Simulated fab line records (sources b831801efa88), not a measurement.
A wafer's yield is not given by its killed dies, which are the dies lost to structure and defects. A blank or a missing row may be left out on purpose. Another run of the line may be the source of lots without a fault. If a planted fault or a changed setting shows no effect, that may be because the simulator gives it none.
Tool commonality check	flow gf180mcu	Sampled: 12 lots, 36 wafers

WHAT PROMPTED THE OPENING
At GF_MVSD_TW_MEAS_11 the reading MVSD_TW is flagged on 2 of 12 lots. Fault-free wafers read 1587, with a standard deviation of 9.9.
Rule: flag the lot when none of its wafers has a number, or when each of its wafers that has one lies beyond 4 standard deviations from that mean. The other lots count as sound.

lot	measured	on	MVSD_TW, wafer by wafer	flag
L947	day 4 11:17	film metro-03	1591 1595 1597	
L954	day 6 04:58	film metro-03	1606 1607 1591	
L955	day 6 10:46	film metro-03	1471 1460 1463	FLAGGED
L957	day 6 22:40	film metro-01	1433 1434 1448	FLAGGED
L960	day 7 15:16	film metro-03	1603 1603 1597	
L961	day 7 21:13	film metro-01	1587 1583 1574	
L962	day 8 02:28	film metro-01	1576 1578 1578	
L963	day 8 08:26	film metro-03	1589 1595 1577	
L964	day 8 13:22	film metro-03	1590 1586 1595	
L965	day 8 21:43	film metro-04	1580 1584 1576	
L966	day 9 03:52	film metro-01	1578 1577 1583	
L969	day 9 19:35	film metro-03	1590 1595 1597	
The numbers of the flagged lots are 1452 on average: -136 against the usual, or -14 standard deviations.

LOT BY LOT: THE TOOL USED
The record holds 2 process steps before the reading, out of a route of 602 steps. Each cell gives the tool, then ch followed by the chambers the sampled wafers passed through, then the start.
lot	flag	GF_MVSD_IMPLANT_08	GF_MVSD_STRIP_10
L947		implanter-02 ch 0, day 4 10:55	plasma asher-02 ch 0,1, day 4 11:12
L954		implanter-03 ch 0, day 6 04:35	plasma asher-04 ch 0, day 6 04:52
L955	FLAGGED	implanter-03 ch 0, day 6 10:23	plasma asher-01 ch 0,1, day 6 10:40
L957	FLAGGED	implanter-03 ch 0, day 6 22:16	plasma asher-02 ch 0,1, day 6 22:34
L960		implanter-02 ch 0, day 7 14:53	plasma asher-04 ch 0,1, day 7 15:10
L961		implanter-02 ch 0, day 7 20:50	plasma asher-04 ch 0,1, day 7 21:07
L962		implanter-02 ch 0, day 8 02:04	plasma asher-04 ch 0,1, day 8 02:22
L963		implanter-02 ch 0, day 8 08:03	plasma asher-04 ch 0,1, day 8 08:19
L964		implanter-04 ch 0, day 8 12:58	plasma asher-02 ch 0,1, day 8 13:16
L965		implanter-04 ch 0, day 8 21:17	plasma asher-04 ch 0,1, day 8 21:34
L966		implanter-04 ch 0, day 9 03:28	plasma asher-02 ch 0,1, day 9 03:46
L969		implanter-04 ch 0, day 9 19:11	plasma asher-04 ch 0,1, day 9 19:28
What the steps here do:
- GF_MVSD_IMPLANT_08
- GF_MVSD_STRIP_10: strips in O2/N2.
- GF_MVSD_TW_MEAS_11

FLAGGED AGAINST TOTAL, ONE TOOL AT A TIME (gauges that did the reading follow at the end)
step	tool	lots run	flagged	share of the flagged lots	sound lots run after its first flagged lot
GF_MVSD_IMPLANT_08	implanter-02	5	0	none	-
GF_MVSD_IMPLANT_08	implanter-03	3	2	all	0
GF_MVSD_IMPLANT_08	implanter-04	4	0	none	-
GF_MVSD_STRIP_10	plasma asher-01	1	1	some	0
GF_MVSD_STRIP_10	plasma asher-02	4	1	some	2 (L964,L966)
GF_MVSD_STRIP_10	plasma asher-04	7	0	none	-
GF_MVSD_TW_MEAS_11	film metro-01	4	1	some	3 (L961,L962,L966)
GF_MVSD_TW_MEAS_11	film metro-03	7	1	some	4 (L960,L963,L964,L969)
GF_MVSD_TW_MEAS_11	film metro-04	1	0	none	-

WHAT THE TABLE PERMITS
In the table, 1 row covers all flagged lots: implanter-03 at GF_MVSD_IMPLANT_08.
- implanter-03 at GF_MVSD_IMPLANT_08: 2 of its 3 lots flagged. It ran its last sound lot, L954, at day 6 04:35 and its first flagged lot, L955, at day 6 10:23: a fault with its onset between the two fits. Its own readings (dose ions cm2, faraday current uA) fall more than 4 standard deviations out on all wafers of the flagged lots.
Just one tool remains: implanter-03 at GF_MVSD_IMPLANT_08.

WHAT THE SIMULATOR PUT IN
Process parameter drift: implanter-03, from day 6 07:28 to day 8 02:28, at GF_MVSD_IMPLANT_08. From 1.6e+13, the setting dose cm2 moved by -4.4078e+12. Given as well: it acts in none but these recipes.
Struck lots among those shown: L955, L957. The rule above reached the same finding.
